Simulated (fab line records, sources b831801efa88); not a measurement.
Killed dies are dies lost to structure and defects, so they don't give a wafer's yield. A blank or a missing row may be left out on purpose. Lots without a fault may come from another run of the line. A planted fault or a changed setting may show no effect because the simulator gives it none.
Problem report in the 8D (eight disciplines) form, filled by code | flow gf180mcu | the parts of the form that need people (team, actions taken, sign-off) are left out

1. THE PROBLEM
NSD_RS at GF_PSD_RS_MEAS_14 reads a mean of 58.96 ohm/sq on 6 wafers of 2 lots; wafers without a fault read 46.11 ohm/sq with a standard deviation of 0.082. That is +99 or more standard deviations from the usual mean.
The step: measures by four-point-probe.
First seen on wafer L313.2, day 17 20:45, on film_metro-03. The record holds 33 wafers of 11 lots with a number at this step. Rule for "out", or "out of limits": more than 4 standard deviations from the usual mean. The other wafers with a number count as sound.

2. WHAT IT IS AND WHAT IT IS NOT
question                    | is                     | is not
which readings at this step | NSD_RS                 | -
which lots                  | L313, L316             | L305, L306, L307, L312, L323, L324, L325, L326, L327
which wafers of those lots  | all that have a number | -
read on which gauges        | film_metro-03          | film_metro-01, film_metro-04
when                        | from day 17 20:45      | up to then (12 sound wafers); but 15 sound wafers of L323, L324, L325, L326, L327 came after

3. SUSPECTS, AND WHAT RULES EACH OUT
Counting: a tool at a process step up to the reading stays a suspect if it ran every lot that is out and no sound lot after the first of them.
- the gauge at GF_PSD_RS_MEAS_14: ruled out. All the wafers that are out were read on film_metro-03, but those of them that GF_NSD_IMPLANT_09 has rows for are out there too, on other tools.
- implanter-02 at GF_NSD_IMPLANT_09: ruled out as a lasting fault. Sound lots L323, L326 ran on it after its first lot that is out, L313 (day 16 20:02).
Left after counting: nothing in the record.

4. THE CAUSE (what the simulator had put in)
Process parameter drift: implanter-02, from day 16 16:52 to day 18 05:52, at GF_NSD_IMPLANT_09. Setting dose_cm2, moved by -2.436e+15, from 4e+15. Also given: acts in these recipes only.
Counting ruled it out, wrongly: the rule takes a fault to strike every lot that its tool runs from its start on, and this one did not.

5. THE CHAIN OF EFFECTS, in route order
Each row: a reading whose mean over the struck wafers that have a number lies more than 3 standard deviations from the usual. Only readings for which the record gives a usual standard deviation are gone through. hours: the time from each lot's start at the first step in this table that gives one to its start at this step, as a median over the lots. sigmas: the change in usual standard deviations.
hours | step              | reading                  | usual        | on struck wafers | change     | sigmas
0     | GF_NSD_IMPLANT_09 | beam_on_s                | 18.0 s       | 9.9              | -8.1       | -8.7
0     | GF_NSD_IMPLANT_09 | dose_ions_cm2            | 4.001e+15    | 1.563e+15        | -2.438e+15 | -99 or more
0     | GF_NSD_IMPLANT_09 | faraday_current_uA       | 12179        | 8646             | -3533      | -5.4
0     | GF_NSD_STRIP_11   | oes_product_au           | 0.487 a.u.   | 0.531            | +0.044     | +8.7
0     | GF_NSD_STRIP_11   | strip_time_to_endpoint_s | 22.96 s      | 19.52            | -3.44      | -82
25    | GF_PSD_RS_MEAS_14 | NSD_RS                   | 46.11 ohm/sq | 58.96            | +12.85     | +99 or more
The process steps in it:
- GF_NSD_IMPLANT_09
- GF_NSD_STRIP_11: strips in O2/N2.

6. WHAT WOULD HAVE CAUGHT IT SOONER
In this record the first reading out of limits at a measuring or inspecting step was taken at day 17 20:45, 28 hours after the fault began at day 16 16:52.
The tool's own readings at GF_NSD_IMPLANT_09 were out on every struck wafer that the step has a row for (beam_on_s, dose_ions_cm2, faraday_current_uA): an alarm limit on them would have fired on the first of those.
